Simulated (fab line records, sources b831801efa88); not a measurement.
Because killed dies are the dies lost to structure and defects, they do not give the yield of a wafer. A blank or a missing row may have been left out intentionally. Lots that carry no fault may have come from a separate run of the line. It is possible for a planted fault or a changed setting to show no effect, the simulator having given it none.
fab line records	flow sky130
record: lots: 6	wafers: 18	last_day: 51
route steps=708 shown CONTACT@422 METAL1@434 PAD_OPEN@708
lots that met no fault: from a run of the same line without faults
start_h: hours from the record's opening day to when the first of the lot's shown wafers began	wait_h: hours since the lot's step before	" repeats the value in the row above	L1.1+2: a row that stands for several wafers	- no value, or no start given	* or withheld: withheld	< > ~ a bound
route shown NAME@n: NAME is a module with steps in the file, n the number in the route of the first one	usual: average and standard deviation across the fault-free wafers	same: alike in all rows	chamber/n: place in a boat	sites: per-site readings	_std_site: the values' standard deviation	_edge_site: inner sites' mean taken away from outer sites' mean	radius_mm: how far each site lies from the wafer's centre	mask NAME#n: copy n	behind: the last tool/chamber to shape the wafer	hold: why the lot was held/for how many hours/how that ended	device: names the non-switching transistor (n, p or np)	end of line: the route-end tests of the same wafers	for a step that has no rows: nothing shown but its recipe	killed: the dies lost at the first sort to structure and to defects; this is not the yield of the wafer	map: the dies of a wafer, with x for killed, . for not killed, _ for no die there
set.NAME: the setting the step ran with; set.NAME@STEP: the setting that earlier step ran with	model.NAME: the simulator's own value behind a step, which no gauge read
lots at selected steps of the route; one table per step, one row per wafer
services: when a tool's chamber went out of use (start_h, in hours from the record's first day, below 0 if earlier), for how many hours, and the reason
== steps ==
step: SKY_CONTACT_ETCH_16
recipe: chemistry: N2/H2	target: BARC	ion_energy_ev: 200	source_w: 500	bias_w: 100	pressure_mtorr: 30	n2_flow_sccm: 100	h2_flow_sccm: 200	stop_on: SiO2	time_s: 45.9	target_depth_a: 600
step: SKY_CONTACT_ETCH_17
recipe: target: SiO2	chemistry: C4F8/O2/Ar	stop_on: Si3N4	mask_material: KrF-thick	source_w: 1500	bias_w: 1200	pressure_mtorr: 40	c4f8_flow_sccm: withheld	O2_flow_sccm: 6	Ar_flow_sccm: 300	time_s: withheld	target_depth_a: 3400
step: SKY_CONTACT_ETCH_18
recipe: target: Si3N4	chemistry: CHF3/O2	stop_on: TiN	source_w: 600	bias_w: 200	pressure_mtorr: 40	chf3_flow_sccm: 50	O2_flow_sccm: 5	time_s: 39	target_depth_a: 750
step: SKY_CONTACT_STRIP_19
recipe: chemistry: O2/N2	power_w: 1400	pressure_mtorr: 1500	platen_temp_c: withheld	o2_flow_sccm: 3000	n2_flow_sccm: 300	overash_fraction: 0.5
usual: drypump_motor_current_A: 5.9/0.46	oes_product_au: 0.380/0.005	strip_time_to_endpoint_s: 3.61/0.042
same: overash_fraction: 0.5
lot.wafer	tool	chamber	start_h	wait_h	drypump_motor_current_A	oes_product_au	rf_hours_counter_h	strip_time_to_endpoint_s
L646.1	plasma_asher-02	0	756.09	-	6.3	0.386	60	3.68
L646.3	"	0	"	"	6.3	0.385	-	3.66
L646.6	"	0	"	"	6.3	0.380	-	3.57
L652.3	plasma_asher-02	1	814.18	-	5.2	0.376	-	3.58
L652.5	"	1	"	"	5.2	0.373	-	3.58
L652.6	"	0	"	"	6.4	0.379	-	3.64
L660.1	plasma_asher-01	1	866.78	-	5.9	0.379	101	3.63
L660.5	"	1	"	"	5.9	0.383	-	3.62
L660.6	"	0	"	"	6.2	0.390	-	3.66
L662.1	plasma_asher-02	1	883.03	-	5.2	0.371	73	3.59
L662.2	"	0	"	"	6.4	0.383	73	3.55
L662.4	"	0	"	"	6.3	0.376	-	3.56
L661.3	plasma_asher-03	1	886.73	-	6.5	0.375	-	3.57
L661.5	"	1	"	"	6.5	0.381	-	3.63
L661.6	"	0	"	"	5.8	0.380	-	3.56
L667.2	plasma_asher-01	1	925.34	-	5.9	0.371	107	3.55
L667.3	"	0	"	"	6.2	0.372	-	3.56
L667.4	"	1	"	"	5.9	0.377	-	3.62
step: SKY_CONTACT_STRIP_20
recipe: chemistry: post_etch_residue_remover	time_s: 1200	temp_c: 72.5
step: SKY_CONTACT_CLEAN_21
recipe: chemistry: IPA	time_s: 180	temp_c: 25
step: SKY_CONTACT_CLEAN_22
recipe: chemistry: O3/DIW	dry: n2_spin
step: SKY_CONTACT_SPUTTER_23
recipe: material: TiN	target_thk_nm: 20	chamber_pressure_pa: 5	power_w: 4000	time_s: 80
usual: throttle_valve_pct: 30.0/0.71
lot.wafer	tool	chamber	start_h	wait_h	throttle_valve_pct
L646.1	pvd_sputter-01	-	756.68	0.0	30.0
L646.3	"	-	"	"	29.9
L646.6	"	-	"	"	29.5
L652.3	pvd_sputter-03	-	814.82	0.0	30.1
L652.5	"	-	"	"	29.9
L652.6	"	-	"	"	30.2
L660.1	pvd_sputter-01	-	867.37	0.0	30.2
L660.5	"	-	"	"	29.6
L660.6	"	-	"	"	30.3
L662.1	pvd_sputter-04	-	883.62	0.0	29.8
L662.2	"	-	"	"	30.6
L662.4	"	-	"	"	30.6
L661.3	pvd_sputter-03	-	887.33	0.0	28.7
L661.5	"	-	"	"	31.4
L661.6	"	-	"	"	28.6
L667.2	pvd_sputter-03	-	925.97	0.0	29.8
L667.3	"	-	"	"	28.6
L667.4	"	-	"	"	30.3
step: SKY_CONTACT_CVD_24
recipe: material: W	target_thk_nm: 340	time_s: 102.12	temp_c: 400	pressure_torr: 40
usual: heater_power_w: 902/75
lot.wafer	tool	chamber	start_h	wait_h	heater_power_w
L646.1	cvd_w-01	0	756.75	0.0	975
L646.3	"	0	"	"	1008
L646.6	"	1	"	"	967
L652.3	cvd_w-01	1	814.92	0.1	1017
L652.5	"	1	"	"	999
L652.6	"	0	"	"	982
L660.1	cvd_w-02	1	867.43	0.0	922
L660.5	"	1	"	"	923
L660.6	"	0	"	"	817
L662.1	cvd_w-01	1	883.68	0.0	974
L662.2	"	0	"	"	970
L662.4	"	1	"	"	986
L661.3	cvd_w-02	1	887.43	0.1	925
L661.5	"	1	"	"	924
L661.6	"	0	"	"	819
L667.2	cvd_w-01	0	926.03	0.0	939
L667.3	"	1	"	"	935
L667.4	"	0	"	"	949
step: SKY_CONTACT_RS_MEAS_25
recipe: thk_meas_gauge: four-point-probe	reads: W_of_CONTACT_CVD_24+TiN_of_CONTACT_SPUTTER_23
usual: CONTACT_W_RS: 0.338/0.0049
lot.wafer	tool	chamber	start_h	wait_h	CONTACT_W_RS[ohm/sq]
L646.1	film_metro-04	-	756.86	0.1	0.343
L646.3	"	-	"	"	0.342
L646.6	"	-	"	"	0.330
L652.3	film_metro-02	-	815.03	0.1	0.336
L652.5	"	-	"	"	0.333
L652.6	"	-	"	"	0.345
L660.1	film_metro-01	-	867.54	0.1	0.337
L660.5	"	-	"	"	0.337
L660.6	"	-	"	"	0.342
L662.1	film_metro-02	-	883.79	0.1	0.325
L662.2	"	-	"	"	0.342
L662.4	"	-	"	"	0.325
L661.3	film_metro-01	-	887.54	0.1	0.339
L661.5	"	-	"	"	0.339
L661.6	"	-	"	"	0.342
L667.2	film_metro-02	-	926.16	0.1	0.340
L667.3	"	-	"	"	0.326
L667.4	"	-	"	"	0.341
step: SKY_CONTACT_THK_MEAS_26
recipe: thk_meas_gauge: xrf	reads: W_of_CONTACT_CVD_24
usual: CONTACT_W_THK: 340/5.5
lot.wafer	tool	chamber	start_h	wait_h	CONTACT_W_THK[nm]
L646.1	film_metro-04	-	756.98	0.1	330
L646.3	"	-	"	"	332
L646.6	"	-	"	"	344
L652.3	film_metro-02	-	815.13	0.1	343
L652.5	"	-	"	"	345
L652.6	"	-	"	"	333
L660.1	film_metro-01	-	867.66	0.1	342
L660.5	"	-	"	"	342
L660.6	"	-	"	"	336
L662.1	film_metro-02	-	883.91	0.1	350
L662.2	"	-	"	"	333
L662.4	"	-	"	"	352
L661.3	film_metro-01	-	887.64	0.1	339
L661.5	"	-	"	"	341
L661.6	"	-	"	"	336
L667.2	film_metro-02	-	926.27	0.1	340
L667.3	"	-	"	"	356
L667.4	"	-	"	"	340
step: SKY_CONTACT_CMP_27
recipe: stop_on: SiO2	t_overpolish_s: 15	down_force_psi: 3.5	platen_rpm: 60	target_thk_nm: 0	pad_velocity_m_s: 0.94248
usual: motor_current_A: 10.6/1	overpolish_run_s: 15.000/0.0089	time_to_endpoint_s: 81/4.2
lot.wafer	tool	chamber	start_h	wait_h	motor_current_A	overpolish_run_s	time_to_endpoint_s
L646.3	cmp-02	2	757.04	0.0	12.1	15.004	70
L646.1	"	3	"	"	11.4	15.015	79
L646.6	"	2	"	"	12.0	15.005	77
L652.3	cmp-02	1	815.22	0.1	10.3	15.004	83
L652.6	"	0	"	"	10.6	14.996	80
L652.5	"	1	"	"	10.5	15.010	82
L660.1	cmp-02	2	867.87	0.2	12.5	14.995	71
L660.6	"	3	"	"	10.8	14.992	76
L660.5	"	0	"	"	11.4	15.000	78
L662.1	cmp-01	2	883.97	0.1	9.7	15.000	83
L662.4	"	0	"	"	11.6	14.995	87
L662.2	"	1	"	"	9.7	15.005	80
L661.3	cmp-01	3	887.68	0.0	8.8	15.012	84
L661.6	"	3	"	"	9.2	15.000	82
L661.5	"	0	"	"	11.4	14.994	84
L667.2	cmp-02	1	926.63	0.3	10.9	15.005	85
L667.4	"	2	"	"	12.2	14.979	77
L667.3	"	0	"	"	10.5	15.011	87
step: SKY_METAL1_SPUTTER_00
recipe: material: Ti	target_thk_nm: 15	power_w: 3000	time_s: 10	chamber_pressure_pa: 0.4
usual: throttle_valve_pct: 29.9/1.1
lot.wafer	tool	chamber	start_h	wait_h	throttle_valve_pct	model.Ti_of_METAL1_SPUTTER_00.thk_nm
L646.1	pvd_sputter-02	-	757.34	0.2	31.4	15.09
L646.3	"	-	"	"	29.2	14.97
L646.6	"	-	"	"	31.5	15.03
L652.3	pvd_sputter-01	-	815.47	0.2	30.1	14.89
L652.5	"	-	"	"	30.5	14.96
L652.6	"	-	"	"	30.2	14.81
L660.1	pvd_sputter-03	-	868.02	0.1	28.9	14.77
L660.5	"	-	"	"	30.0	14.78
L660.6	"	-	"	"	31.5	14.81
L662.1	pvd_sputter-01	-	884.27	0.2	29.6	14.95
L662.2	"	-	"	"	30.0	11.24
L662.4	"	-	"	"	30.1	14.79
L661.3	pvd_sputter-01	-	887.98	0.2	29.8	14.65
L661.5	"	-	"	"	30.2	10.9
L661.6	"	-	"	"	30.1	10.84
L667.2	pvd_sputter-02	-	926.93	0.2	30.0	15.11
L667.3	"	-	"	"	27.1	15.18
L667.4	"	-	"	"	31.5	15.07
step: SKY_METAL1_SPUTTER_01
recipe: material: TiN	target_thk_nm: 20	power_w: 6500	time_s: 16.7	chamber_pressure_pa: 0.4
usual: throttle_valve_pct: 29.8/1.1
lot.wafer	tool	chamber	start_h	wait_h	throttle_valve_pct
L646.1	pvd_sputter-02	-	757.36	0.0	31.6
L646.3	"	-	"	"	29.2
L646.6	"	-	"	"	31.7
L652.3	pvd_sputter-01	-	815.49	0.0	29.7
L652.5	"	-	"	"	30.4
L652.6	"	-	"	"	29.8
L660.1	pvd_sputter-03	-	868.05	0.0	28.6
L660.5	"	-	"	"	30.1
L660.6	"	-	"	"	31.3
L662.1	pvd_sputter-01	-	884.30	0.0	29.6
L662.2	"	-	"	"	29.9
L662.4	"	-	"	"	30.1
L661.3	pvd_sputter-01	-	888.01	0.0	29.5
L661.5	"	-	"	"	30.3
L661.6	"	-	"	"	30.5
L667.2	pvd_sputter-02	-	926.96	0.0	30.0
L667.3	"	-	"	"	27.4
L667.4	"	-	"	"	31.7
step: SKY_PAD_OPEN_PROBE_99
usual: defect_limited_yield: 82.5/1.6	killed_at_M0_to_M3: 43/6.6	killed_at_M4_up: 3.4/1.8	killed_at_contacts: 24/5.7	killed_at_front_end: 15/4.2	killed_at_other: 0.3/0.58	killed_dies: 86/8	killed_open: 46/7.2	killed_short: 39/5.8	sort_bin_3_pad_short: 0.9/0.41	sort_bin_5_function: 10.3/1.2	sort_bin_6_memory: 6.3/1.1	sort_n_pass: 406/8	sort_yield_pct: 82.5/1.6
same: gross_dies: 492	killed_at_back_side: 0	sort_bin_4_leakage[%]: 0	sort_bin_8_speed[%]: 0
lot.wafer	tool	chamber	start_h	wait_h	defect_limited_yield[%]	killed_at_M0_to_M3	killed_at_M4_up	killed_at_contacts	killed_at_front_end	killed_at_other	killed_dies	killed_open	killed_short	sort_bin_3_pad_short[%]	sort_bin_5_function[%]	sort_bin_6_memory[%]	sort_n_pass	sort_yield_pct[%]
L646.1	prober-01	-	1094.71	0.1	82.9	46	6	13	18	1	84	42	41	0.6	10.6	5.9	408	82.9
L646.3	prober-01	-	1094.81	0.2	81.3	58	2	19	10	3	92	49	39	0.6	12.0	6.1	400	81.3
L646.6	prober-01	-	1094.96	0.2	82.7	32	4	24	24	1	85	43	40	0.4	10.6	6.3	407	82.7
L652.3	prober-01	-	1141.66	0.2	82.7	46	5	24	9	1	85	40	42	0.8	11.2	5.3	407	82.7
L652.5	prober-01	-	1141.76	0.2	82.3	49	4	26	8	0	87	48	38	0.8	10.2	6.7	405	82.3
L652.6	prober-01	-	1141.81	0.2	82.9	47	2	22	13	0	84	41	43	1.2	9.3	6.5	408	82.9
L660.1	prober-02	-	1174.58	0.1	82.1	43	2	26	17	0	88	55	33	0.2	10.2	7.5	404	82.1
L660.5	prober-02	-	1174.78	0.2	82.3	50	5	16	16	0	87	43	44	0.6	10.2	6.9	405	82.3
L660.6	prober-02	-	1174.83	0.2	82.5	50	3	22	11	0	86	42	44	0.4	11.4	5.7	406	82.5
L662.1	prober-01	-	1185.88	0.1	82.9	47	5	21	10	1	84	43	41	0.8	9.1	7.1	408	82.9
L662.2	prober-01	-	1185.93	0.1	86.0	30	2	21	15	1	69	36	33	0.4	8.7	4.9	423	86.0
L662.4	prober-01	-	1186.03	0.2	83.3	33	3	24	21	1	82	48	33	1.2	9.6	5.9	410	83.3
L661.3	prober-02	-	1190.56	0.2	80.9	48	2	28	16	0	94	52	42	0.4	12.4	6.3	398	80.9
L661.5	prober-02	-	1190.66	0.2	82.7	47	1	27	9	1	85	47	38	1.0	9.3	6.9	407	82.7
L661.6	prober-02	-	1190.71	0.2	83.9	36	6	21	16	0	79	44	35	1.0	10.2	4.9	413	83.9
L667.2	prober-02	-	1213.17	0.1	83.7	36	4	29	11	0	80	46	34	1.8	9.8	4.7	412	83.7
L667.3	prober-02	-	1213.22	0.2	83.3	41	6	22	13	0	82	47	35	0	10.4	6.3	410	83.3
L667.4	prober-02	-	1213.27	0.2	78.5	46	4	44	12	0	106	60	46	1.8	11.4	8.3	386	78.5
killed by level:class
L646.1 METAL2:geometric_particle:short=10 VIA2:geometric_particle:open=8 FIELD_ISO:geometric_particle:open=5 VIA1:geometric_particle:open=5 CONTACT:geometric_particle:open=5 POLY_GATE:geometric_particle:open=4 METAL2:geometric_particle:open=4 VIA2:geometric_particle:short=4
L646.3 VIA1:geometric_particle:open=14 LI_CONTACT:geometric_particle:open=9 VIA2:geometric_particle:open=7 VIA3:geometric_particle:open=7 METAL1:geometric_particle:short=6 VIA1:geometric_particle:short=6 FIELD_ISO:geometric_particle:short=5 VIA2:geometric_particle:short=5
L646.6 CONTACT:geometric_particle:open=11 VIA1:geometric_particle:open=8 FIELD_ISO:geometric_particle:short=7 VIA1:geometric_particle:short=6 VIA2:geometric_particle:open=5 POLY_GATE:geometric_particle:open=4 LI_CONTACT:geometric_particle:open=4 LOCAL_INTERCONNECT:geometric_particle:short=4
L652.3 CONTACT:geometric_particle:open=9 VIA1:geometric_particle:open=8 VIA1:geometric_particle:short=8 VIA2:geometric_particle:open=7 LOCAL_INTERCONNECT:geometric_particle:short=6 VIA3:geometric_particle:open=6 FIELD_ISO:geometric_particle:short=4 CONTACT:geometric_particle:short=4
L652.5 VIA1:geometric_particle:open=13 CONTACT:geometric_particle:open=10 VIA2:geometric_particle:open=10 LOCAL_INTERCONNECT:geometric_particle:short=8 VIA3:geometric_particle:open=7 VIA1:geometric_particle:short=5 CONTACT:geometric_particle:short=4 METAL2:geometric_particle:short=4
L652.6 VIA1:geometric_particle:open=11 METAL1:geometric_particle:short=9 VIA1:geometric_particle:short=7 METAL2:geometric_particle:short=6 LOCAL_INTERCONNECT:geometric_particle:short=5 CONTACT:geometric_particle:open=5 VIA2:geometric_particle:open=5 VIA3:geometric_particle:open=5
L660.1 CONTACT:geometric_particle:open=15 VIA1:geometric_particle:open=8 VIA2:geometric_particle:open=7 POLY_GATE:geometric_particle:short=6 LI_CONTACT:geometric_particle:open=6 VIA1:geometric_particle:short=5 METAL2:geometric_particle:short=5 VIA3:geometric_particle:open=5
L660.5 VIA1:geometric_particle:open=14 VIA3:geometric_particle:open=7 CONTACT:geometric_particle:short=6 METAL2:geometric_particle:short=6 VIA2:geometric_particle:open=6 FIELD_ISO:geometric_particle:short=5 SPACER:geometric_particle:short=5 METAL1:geometric_particle:short=5
L660.6 VIA1:geometric_particle:open=13 METAL1:geometric_particle:short=7 LI_CONTACT:geometric_particle:open=6 VIA2:geometric_particle:open=6 LOCAL_INTERCONNECT:geometric_particle:short=5 CONTACT:geometric_particle:short=5 CONTACT:geometric_particle:open=5 VIA1:geometric_particle:short=5
L662.1 VIA3:geometric_particle:open=9 VIA1:geometric_particle:short=9 VIA2:geometric_particle:open=9 LI_CONTACT:geometric_particle:open=6 CONTACT:geometric_particle:open=6 VIA1:geometric_particle:open=6 LI_CONTACT:geometric_particle:short=5 METAL2:geometric_particle:short=5
L662.2 LI_CONTACT:geometric_particle:open=7 METAL2:geometric_particle:short=6 CONTACT:geometric_particle:open=6 METAL1:geometric_particle:short=5 FIELD_ISO:geometric_particle:open=4 FIELD_ISO:geometric_particle:short=4 VIA1:geometric_particle:open=4 POLY_GATE:geometric_particle:short=3
L662.4 VIA1:geometric_particle:open=11 CONTACT:geometric_particle:open=9 POLY_GATE:geometric_particle:short=6 LI_CONTACT:geometric_particle:open=6 VIA3:geometric_particle:open=6 POLY_GATE:geometric_particle:open=5 VIA2:geometric_particle:open=5 LI_CONTACT:geometric_particle:short=4
L661.3 VIA1:geometric_particle:open=13 CONTACT:geometric_particle:open=11 METAL3:geometric_particle:short=7 VIA2:geometric_particle:open=6 POLY_GATE:geometric_particle:open=5 LOCAL_INTERCONNECT:geometric_particle:short=5 METAL1:geometric_particle:short=5 VIA3:geometric_particle:open=5
L661.5 CONTACT:geometric_particle:open=13 VIA1:geometric_particle:open=11 VIA2:geometric_particle:open=9 LOCAL_INTERCONNECT:geometric_particle:short=5 VIA1:geometric_particle:short=5 LI_CONTACT:geometric_particle:short=4 VIA3:geometric_particle:open=4 METAL2:geometric_particle:short=4
L661.6 LOCAL_INTERCONNECT:geometric_particle:short=8 CONTACT:geometric_particle:open=7 VIA3:geometric_particle:open=6 VIA1:geometric_particle:open=6 VIA2:geometric_particle:open=6 POLY_GATE:geometric_particle:short=5 METAL3:geometric_particle:short=5 METAL2:geometric_particle:short=5
L667.2 LI_CONTACT:geometric_particle:open=10 VIA1:geometric_particle:open=10 CONTACT:geometric_particle:open=9 VIA2:geometric_particle:open=7 FIELD_ISO:geometric_particle:short=5 LOCAL_INTERCONNECT:geometric_particle:short=4 METAL2:geometric_particle:short=4 LI_CONTACT:geometric_particle:short=3
L667.3 VIA1:geometric_particle:open=12 LI_CONTACT:geometric_particle:open=9 VIA3:geometric_particle:open=8 FIELD_ISO:geometric_particle:short=5 CONTACT:geometric_particle:open=5 VIA2:geometric_particle:open=5 LOCAL_INTERCONNECT:geometric_particle:short=4 METAL1:geometric_particle:short=4
L667.4 CONTACT:geometric_particle:open=15 LI_CONTACT:geometric_particle:open=11 CONTACT:geometric_particle:short=11 VIA1:geometric_particle:open=8 FIELD_ISO:geometric_particle:open=7 VIA1:geometric_particle:short=6 VIA2:geometric_particle:open=6 METAL3:geometric_particle:short=5
== services ==
tool	chamber	start_h	hours	kind
plasma_asher-03	-	733.80	9.0	pm
cvd_w-01	-	736.79	0.7	repair
cmp-02	-	744.14	4.0	pm
cmp-02	-	748.14	-	consumable_replace:conditioner
cmp-02	-	748.14	-	consumable_replace:pad
pvd_sputter-03	-	753.50	4.7	repair
pvd_sputter-02	-	759.96	1.9	repair
pvd_sputter-02	1	770.66	-	consumable_replace:kit
pvd_sputter-02	1	770.66	18.0	scheduled_down
pvd_sputter-02	-	771.96	11.7	repair
pvd_sputter-03	3	773.42	-	consumable_replace:kit
pvd_sputter-03	3	773.42	18.0	scheduled_down
pvd_sputter-03	3	773.42	18.0	vent_cycle
pvd_sputter-01	3	790.37	-	consumable_replace:kit
pvd_sputter-01	3	790.37	18.0	scheduled_down
pvd_sputter-01	3	790.37	18.0	vent_cycle
cmp-01	-	813.30	3.9	pm
cmp-01	-	817.84	1.2	repair
cvd_w-01	-	827.64	0.4	repair
cmp-02	-	829.48	1.1	repair
cmp-01	-	888.20	1.5	repair
cvd_w-01	-	904.00	14.0	pm
cmp-01	-	912.00	4.0	pm
cmp-01	-	925.65	1.7	repair
== key ==
first_sign none at tools or gauges
model_effect: step: SKY_METAL1_SPUTTER_00	value: Ti_of_METAL1_SPUTTER_00.thk_nm	without: 14.69	struck: 10.99
met_at SKY_METAL1_SPUTTER_00
struck_wafers L661.5,L661.6,L662.2
onset_between 815.47 884.27
fault: kind: process_parameter_drift	tool: pvd_sputter-01	chamber: -	onset_h: 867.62	steps: SKY_METAL1_SPUTTER_00	channel: target_thk_nm	offset: -3.6991	shape: step	end_h: 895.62	scope: struck_wafers_only	acts_in: these_recipes_only	stated: 15
